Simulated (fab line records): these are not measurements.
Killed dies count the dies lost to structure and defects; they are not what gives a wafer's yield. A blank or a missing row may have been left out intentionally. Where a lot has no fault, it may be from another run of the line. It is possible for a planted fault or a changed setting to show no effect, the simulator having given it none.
A lot that was struck, set against a sound lot -- flow gf180mcu -- 44 out of 602 route steps
Sound: wafers L635.1, L635.2, L635.4. Wafers L646.1, L646.5, L646.6 were the ones struck. The cause is given at the end.
Order at every step that has rows: each side's tool, ch and its chambers, its first start. Under that, the readings that differ: sound wafers -- struck wafers -- difference of the means -- sigmas: that difference in standard deviations of wafers without a fault.
alike: same words and numbers on both sides, and readings whose means sit less than 2 such deviations apart. not compared: any withheld reading, any reading some wafer has no value for, any bound like >300 that may hide the same value, and any number with overlapping values for which the record gives no deviation.
A row with sigmas, a row that says differs or no value, or rows on one side alone: a step with any of these is where the two part. When numbers do not overlap yet have no deviation, they are printed without sigmas and do not part them. A reading missing from all wafers of one side parts the sides only when that side holds two or more wafers.

first, 1 step without rows for these wafers: GF_LVPWELL_IMPLANT_09.
GF_LVPWELL_STRIP_10: strips in O2/N2.
  sound on plasma asher-01 ch 0,1, day 4 20:34; struck on plasma asher-01 ch 0,1, day 7 12:26
  alike: drypump motor current A, heater power w, n2 flow sccm, o2 flow sccm, oes product au, strip time to endpoint s
  not compared: rf hours counter h
GF_LVPWELL_TW_MEAS_11:
  sound on film metro-04, day 4 20:40; struck on film metro-03, day 7 12:32
reading,sound,struck,difference,sigmas
LVPWELL_TW,546 549 552,566 566 566,+17,+2
then, 7 steps without rows for these wafers: GF_MVSD_DEHYDRATE_00 (time 60 s); GF_MVSD_HMDS_01 (prime time 60 s); GF_MVSD_COAT_02 (resist thk 3000 nm); GF_MVSD_SOFTBAKE_03; GF_MVSD_EXPOSE_04 (exposes mask MVSD, target cd 1000 nm); GF_MVSD_PEB_05; GF_MVSD_DEVELOP_06 (develop time 60 s).
GF_MVSD_OVL_MEAS_07:
  sound on overlay-01, day 5 10:38; struck on overlay-01, day 8 04:02
  alike: MVSD_OVL
then, 1 step without rows for these wafers: GF_MVSD_IMPLANT_08.
GF_MVSD_IMPLANT_09:
  sound on implanter-03 ch 0, day 5 10:49; struck on implanter-01 ch 0, day 8 04:14
reading,sound,struck,difference,sigmas
dose ions cm2,4.996e+12 4.991e+12 4.982e+12,1.771e+12 1.764e+12 1.775e+12,-3.220e+12,-99 or more
faraday current uA,27.7 28.3 28.4,10.1 10.0 9.8,-18.2,-32
GF_MVSD_STRIP_10: strips in O2/N2.
  sound on plasma asher-04 ch 0,1, day 5 10:58; struck on plasma asher-01 ch 0,1, day 8 04:23
  alike: drypump motor current A, heater power w, n2 flow sccm, o2 flow sccm, oes product au, strip time to endpoint s
  not compared: rf hours counter h
GF_MVSD_TW_MEAS_11:
  sound on film metro-04, day 5 11:04; struck on film metro-04, day 8 04:29
  alike: MVSD_TW
then, 7 steps without rows for these wafers: GF_MVPSD_DEHYDRATE_00 (time 60 s); GF_MVPSD_HMDS_01 (prime time 60 s); GF_MVPSD_COAT_02 (resist thk 3000 nm); GF_MVPSD_SOFTBAKE_03; GF_MVPSD_EXPOSE_04 (exposes mask MVPSD, target cd 1000 nm); GF_MVPSD_PEB_05; GF_MVPSD_DEVELOP_06 (develop time 60 s).
GF_MVPSD_OVL_MEAS_07:
  sound on overlay-02, day 6 02:06; struck on overlay-01, day 8 21:23
  alike: MVPSD_OVL
then, 2 steps without rows for these wafers: GF_MVPSD_IMPLANT_08; GF_MVPSD_IMPLANT_09.
GF_MVPSD_STRIP_10: strips in O2/N2.
  sound on plasma asher-01 ch 0,1, day 6 02:26; struck on plasma asher-03 ch 0,1, day 8 21:43
reading,sound,struck,difference,sigmas
n2 flow sccm (sccm),300.4 300.9 302.1,299.2 298.9 298.6,-2.2,-2
  alike: drypump motor current A, heater power w, o2 flow sccm, oes product au, strip time to endpoint s
  not compared: rf hours counter h
GF_MVPSD_TW_MEAS_11:
  sound on film metro-02, day 6 02:35; struck on film metro-02, day 8 21:49
  alike: MVPSD_TW
then, 7 steps without rows for these wafers: GF_VT_IMPLANT_DEHYDRATE_00 (time 60 s); GF_VT_IMPLANT_HMDS_01 (prime time 60 s); GF_VT_IMPLANT_COAT_02 (resist thk 1000 nm); GF_VT_IMPLANT_SOFTBAKE_03 (time 60 s); GF_VT_IMPLANT_EXPOSE_04 (exposes mask LVPWELL LV AREA, target cd 600 nm); GF_VT_IMPLANT_PEB_05; GF_VT_IMPLANT_DEVELOP_06 (develop time 60 s).
GF_VT_IMPLANT_OVL_MEAS_07:
  sound on overlay-02, day 6 17:05; struck on overlay-01, day 9 14:47
  alike: VT_IMPLANT_OVL
then, 1 step without rows for these wafers: GF_VT_IMPLANT_IMPLANT_08.
GF_VT_IMPLANT_STRIP_09: strips in O2/N2.
  sound on plasma asher-04 ch 0,1, day 6 17:16; struck on plasma asher-03 ch 0,1, day 9 14:58
  alike: drypump motor current A, heater power w, n2 flow sccm, o2 flow sccm, oes product au, strip time to endpoint s
  not compared: rf hours counter h
GF_VT_IMPLANT_TW_MEAS_10:
  sound on film metro-01, day 6 17:22; struck on film metro-02, day 9 15:04
  alike: VT_IMPLANT_TW
then, 4 steps without rows for these wafers: GF_VT_IMPLANT_DEHYDRATE_11 (time 60 s); GF_VT_IMPLANT_HMDS_12 (prime time 60 s); GF_VT_IMPLANT_COAT_13 (resist thk 1000 nm); GF_VT_IMPLANT_SOFTBAKE_14 (time 60 s).
-- the record jumps here: 2 days lie between the struck wafers' starts before and after --
GF_VT_IMPLANT_RS_MEAS_46: uses a four-point probe to measure.
  sound on film metro-04, day 8 17:54; struck on film metro-04, day 11 23:16
reading,sound,struck,difference,sigmas
MVSD_RS (ohm/sq),456.9 457.0 457.5,520.0 518.7 519.0,+62.1,+62
  not compared: hold
GF_PASSIVATION_PROBE_99:
  rows exist in the record for the sound wafers here (prober-02, day 30 14:08), none for the struck ones

## WHERE THEY PART
Earliest at GF_LVPWELL_TW_MEAS_11; latest, in this record, at GF_PASSIVATION_PROBE_99.

WHY: whatever the simulator had introduced
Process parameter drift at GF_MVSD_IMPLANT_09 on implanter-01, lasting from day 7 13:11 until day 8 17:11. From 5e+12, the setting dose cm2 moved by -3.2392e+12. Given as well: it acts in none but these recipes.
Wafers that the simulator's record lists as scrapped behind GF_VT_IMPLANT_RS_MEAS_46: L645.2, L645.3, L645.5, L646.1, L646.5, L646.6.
